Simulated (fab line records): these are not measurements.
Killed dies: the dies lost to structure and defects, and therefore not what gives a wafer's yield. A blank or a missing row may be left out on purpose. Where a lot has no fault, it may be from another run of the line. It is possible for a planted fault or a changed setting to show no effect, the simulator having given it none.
Chamber matching || flow gf180mcu || 4 sister chambers for GF_V3_ETCH_16 on rie-diel-04
The step etches BARC in N2/H2. 4 wafers are shown with their chamber, then 11 later ones without.

## WAFERS WITH THEIR CHAMBER
{"wafer": "L085.4", "chamber": 0, "h2-flow-sccm (sccm)": 199.2}
{"wafer": "L087.4", "chamber": 2, "h2-flow-sccm (sccm)": 200.4}
{"wafer": "L087.6", "chamber": 3, "h2-flow-sccm (sccm)": 200.3}
{"wafer": "L091.2", "chamber": 1, "h2-flow-sccm (sccm)": 199.9}

## WAFERS WITH NO CHAMBER GIVEN
{"wafer": "L091.5", "h2-flow-sccm (sccm)": 200.1}
{"wafer": "L091.6", "h2-flow-sccm (sccm)": 200.8}
{"wafer": "L092.2", "h2-flow-sccm (sccm)": 199.9}
{"wafer": "L092.5", "h2-flow-sccm (sccm)": 199.8}
{"wafer": "L092.6", "h2-flow-sccm (sccm)": 199.8}
{"wafer": "L095.1", "h2-flow-sccm (sccm)": 200.6}
{"wafer": "L095.2", "h2-flow-sccm (sccm)": 200.4}
{"wafer": "L095.4", "h2-flow-sccm (sccm)": 200.2}
{"wafer": "L097.1", "h2-flow-sccm (sccm)": 201.0}
{"wafer": "L097.2", "h2-flow-sccm (sccm)": 200.0}
{"wafer": "L097.5", "h2-flow-sccm (sccm)": 198.7}

## WHICH CHAMBER EACH WENT THROUGH
{"wafer": "L091.5", "from the rows above": "can't be placed: 1 or 3 or 2", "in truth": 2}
{"wafer": "L091.6", "from the rows above": "can't be placed: 2 or 3 or 1", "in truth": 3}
{"wafer": "L092.2", "from the rows above": "can't be placed: 1 or 3 or 2", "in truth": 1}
{"wafer": "L092.5", "from the rows above": "can't be placed: 1 or 3 or 2 or 0", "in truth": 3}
{"wafer": "L092.6", "from the rows above": "can't be placed: 1 or 3 or 2 or 0", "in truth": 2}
{"wafer": "L095.1", "from the rows above": "can't be placed: 2 or 3 or 1", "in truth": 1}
{"wafer": "L095.2", "from the rows above": "can't be placed: 2 or 3 or 1", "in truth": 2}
{"wafer": "L095.4", "from the rows above": "can't be placed: 3 or 2 or 1", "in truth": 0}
{"wafer": "L097.1", "from the rows above": "can't be placed: 2 or 3 or 1", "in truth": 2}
{"wafer": "L097.2", "from the rows above": "can't be placed: 1 or 3 or 2", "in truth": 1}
{"wafer": "L097.5", "from the rows above": 0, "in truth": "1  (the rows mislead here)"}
Correctly placed: 0 of 11. Cannot be placed on the basis of these rows: 10; the candidates contain the true chamber in 9. Wrongly placed: 1.
How it was worked out, from the rows above alone: a wafer's distance from a chamber is the root of the sum, over the readings, of the square of ((its reading less the chamber's mean) divided by the reading's scatter). The wafer belongs to the nearest chamber; if the next one is less than 2 further off, it can't be placed. Each chamber's mean is taken over the wafers shown for it. The scatter (one wafer shown for each chamber): square how far every hidden wafer sits from the nearest shown wafer, average those squares and take the square root.
